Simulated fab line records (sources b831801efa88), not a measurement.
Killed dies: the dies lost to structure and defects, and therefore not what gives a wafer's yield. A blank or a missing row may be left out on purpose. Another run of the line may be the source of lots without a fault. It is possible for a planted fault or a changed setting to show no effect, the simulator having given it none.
Struck lot and sound lot, side by side -- flow gf180mcu -- 16 out of 602 route steps
Sound: the wafers L786.2, L786.4, L786.5. Wafers struck: L775.1, L775.5, L775.6. Last of all comes the cause.
At each step with rows: each side's tool, then ch and its chambers, then its first start. Under that, the readings that differ: sound wafers -- struck wafers -- difference of the means -- sigmas: that difference in standard deviations of wafers without a fault.
alike: readings whose means differ by less than 2 such deviations, and words and numbers that are the same on both sides. not compared: withheld readings, readings that some wafer has no value for, bounds like >300 that may hide the same value, and numbers for which the record gives no deviation and whose values overlap.
A row with sigmas, a row that says differs or no value, or rows on one side alone: a step with any of these is where the two part. When numbers do not overlap yet have no deviation, they are printed without sigmas and do not part them. A reading missing from all wafers of one side parts the sides only when that side holds two or more wafers.

first, 1 step without rows for these wafers: GF_NSD_IMPLANT_10.
GF_NSD_STRIP_11: strips in O2/N2.
  sound on plasma_asher-02 ch 0,1, day 20 21:02; struck on plasma_asher-03 ch 0,1, day 17 00:26
  alike: drypump_motor_current_A, heater_power_w, oes_product_au, strip_time_to_endpoint_s
  not compared: rf_hours_counter_h
GF_NSD_TW_MEAS_12:
  sound: film_metro-03 at day 20 21:08; struck: film_metro-04 at day 17 00:32
  alike: NSD_TW
then, 7 steps without rows for these wafers: GF_PSD_DEHYDRATE_00 (time 60 s); GF_PSD_HMDS_01 (prime time 60 s); GF_PSD_COAT_02 (resist thk 1000 nm); GF_PSD_SOFTBAKE_03 (time 60 s); GF_PSD_EXPOSE_04 (exposes mask Pplus, target cd 400 nm); GF_PSD_PEB_05; GF_PSD_DEVELOP_06 (develop time 60 s).
GF_PSD_CD_MEAS_07 targets a cd of 400 nm.
  sound: cd_sem-01 at day 21 20:40; struck: cd_sem-02 at day 17 23:20
  alike: cd_nm
GF_PSD_OVL_MEAS_08:
  sound: overlay-02 at day 21 20:46; struck: overlay-01 at day 17 23:27
  alike: PSD_OVL
GF_PSD_IMPLANT_09:
  sound on implanter-03 ch 0, day 21 20:49; struck on implanter-01 ch 0, day 17 23:29
reading,sound,struck,difference,sigmas
dose_ions_cm2,1.5012e+15 1.5015e+15 1.5015e+15,3.1e+14 3.107e+14 3.11e+14,-1.2e+15,-99 or more
end_station_pressure_torr (Torr),1.09e-05 1.08e-05 1.11e-05,5.9e-06 6.4e-06 6.5e-06,-4.7e-06,-8
faraday_current_uA,8277 8345 8019,1750 1727 1699,-6488,-43
  alike: beam_on_s
GF_PSD_STRIP_10: strips in O2/N2.
  sound on plasma_asher-02 ch 1, day 21 20:57; struck on plasma_asher-04 ch 0,1, day 17 23:38
reading,sound,struck,difference,sigmas
oes_product_au (a.u.),0.594 0.592 0.596,0.715 0.704 0.706,+0.114,+26
strip_time_to_endpoint_s (s),16.50 16.58 16.49,12.64 12.65 12.64,-3.88,-99 or more
  alike: drypump_motor_current_A, heater_power_w
  not compared: rf_hours_counter_h
GF_PSD_TW_MEAS_11:
  sound: film_metro-01 at day 21 21:04; struck: film_metro-03 at day 17 23:59
reading,sound,struck,difference,sigmas
PSD_TW,3187 3180 3179,2132 2126 2134,-1051,-46
  not compared: hold
GF_PASSIVATION_PROBE_99:
  rows exist in the record for the sound wafers here (prober-02, day 34 16:41), none for the struck ones

## WHERE THEY PART
First at GF_PSD_IMPLANT_09; last, within this record, at GF_PASSIVATION_PROBE_99.

WHY: whatever the simulator had introduced
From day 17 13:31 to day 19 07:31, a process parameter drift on implanter-01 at GF_PSD_IMPLANT_09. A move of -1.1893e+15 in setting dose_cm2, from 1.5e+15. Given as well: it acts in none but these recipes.
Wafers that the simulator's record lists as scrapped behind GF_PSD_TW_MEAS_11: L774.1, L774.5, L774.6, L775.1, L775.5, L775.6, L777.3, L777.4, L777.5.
